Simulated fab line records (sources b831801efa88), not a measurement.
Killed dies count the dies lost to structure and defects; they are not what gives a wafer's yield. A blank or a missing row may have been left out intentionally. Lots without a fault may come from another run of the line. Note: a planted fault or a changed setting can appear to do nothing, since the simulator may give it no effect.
What tool caused it? | flow sky130 | 33 wafers from 11 lots sampled at 3 of the route's 708 steps

WHAT EACH GAUGE READ, for each wafer
SKY_SONOS_TUNNEL_CD_MEAS_07 targets a cd of 410 nm.
lot  | measured     | on       | cdNm (nm)
L859 | day 11 10:32 | cdSem-01 | 411.6 411.4 413.0
L861 | day 12 05:19 | cdSem-01 | 412.0 411.9 414.4
L863 | day 12 20:44 | cdSem-02 | 410.6 411.4 412.8
L864 | day 13 04:16 | cdSem-02 | 412.8 410.9 412.1
L870 | day 15 00:16 | cdSem-01 | 409.1 410.0 411.1
L871 | day 15 09:05 | cdSem-02 | 405.8 403.7 405.0
L878 | day 17 17:52 | cdSem-01 | 409.1 408.9 410.0
L879 | day 18 00:46 | cdSem-02 | 405.4 405.9 405.0
L880 | day 18 13:55 | cdSem-02 | 413.2 413.4 412.5
L881 | day 18 18:53 | cdSem-02 | 408.9 410.1 409.6
L882 | day 18 21:02 | cdSem-01 | 413.8 413.7 415.2

TOOL THAT RAN EACH LOT (tool first, then ch and the chambers of the sampled wafers, then the start)
lot  | SKY_VT_ADJUST_NCORE_STRIP_10        | SKY_VT_ADJUST_HVTR_STRIP_10
L859 | plasmaAsher-03 ch 0,1, day 8 14:59  | plasmaAsher-02 ch 0,1, day 9 13:08
L861 | plasmaAsher-03 ch 0,1, day 9 07:17  | plasmaAsher-03 ch 0,1, day 10 06:03
L863 | plasmaAsher-04 ch 0,1, day 9 21:10  | plasmaAsher-03 ch 0,1, day 10 19:42
L864 | plasmaAsher-03 ch 0,1, day 10 03:59 | plasmaAsher-03 ch 0,1, day 11 03:42
L870 | plasmaAsher-01 ch 0,1, day 11 19:35 | plasmaAsher-03 ch 0,1, day 12 20:35
L871 | plasmaAsher-01 ch 0,1, day 12 04:16 | plasmaAsher-02 ch 0,1, day 13 04:56
L878 | plasmaAsher-03 ch 0,1, day 14 07:07 | plasmaAsher-02 ch 0,1, day 15 10:08
L879 | plasmaAsher-03 ch 0,1, day 14 13:37 | plasmaAsher-03 ch 0,1, day 15 16:41
L880 | plasmaAsher-04 ch 0,1, day 15 00:22 | plasmaAsher-02 ch 0,1, day 16 05:05
L881 | plasmaAsher-04 ch 0,1, day 15 06:04 | plasmaAsher-03 ch 0,1, day 16 10:35
L882 | plasmaAsher-03 ch 0,1, day 15 08:16 | plasmaAsher-03 ch 0,1, day 16 12:05
- SKY_VT_ADJUST_NCORE_STRIP_10: strips in O2/N2.
- SKY_VT_ADJUST_HVTR_STRIP_10: strips in O2/N2.

THE ANSWER, worked out from the rows above alone
Rule: the usual values come from the lots themselves. The widest of any qualifying gaps counts: lots, ordered by their means at a reading, are off when they make up no more than a third of the lots, leave a main group of 4 or more, and stand apart from it by 3 or more times the standard deviation of that group's means. A main group is skipped when, at the precision printed for the reading in the tables above, its means are all equal. Also off: a lot with no number at a reading for which 4 or more lots have one. The other lots that the step has rows for count as sound.
No lot is off at any reading shown: from this, nothing can be told.

WHAT THE SIMULATOR HAD PUT IN
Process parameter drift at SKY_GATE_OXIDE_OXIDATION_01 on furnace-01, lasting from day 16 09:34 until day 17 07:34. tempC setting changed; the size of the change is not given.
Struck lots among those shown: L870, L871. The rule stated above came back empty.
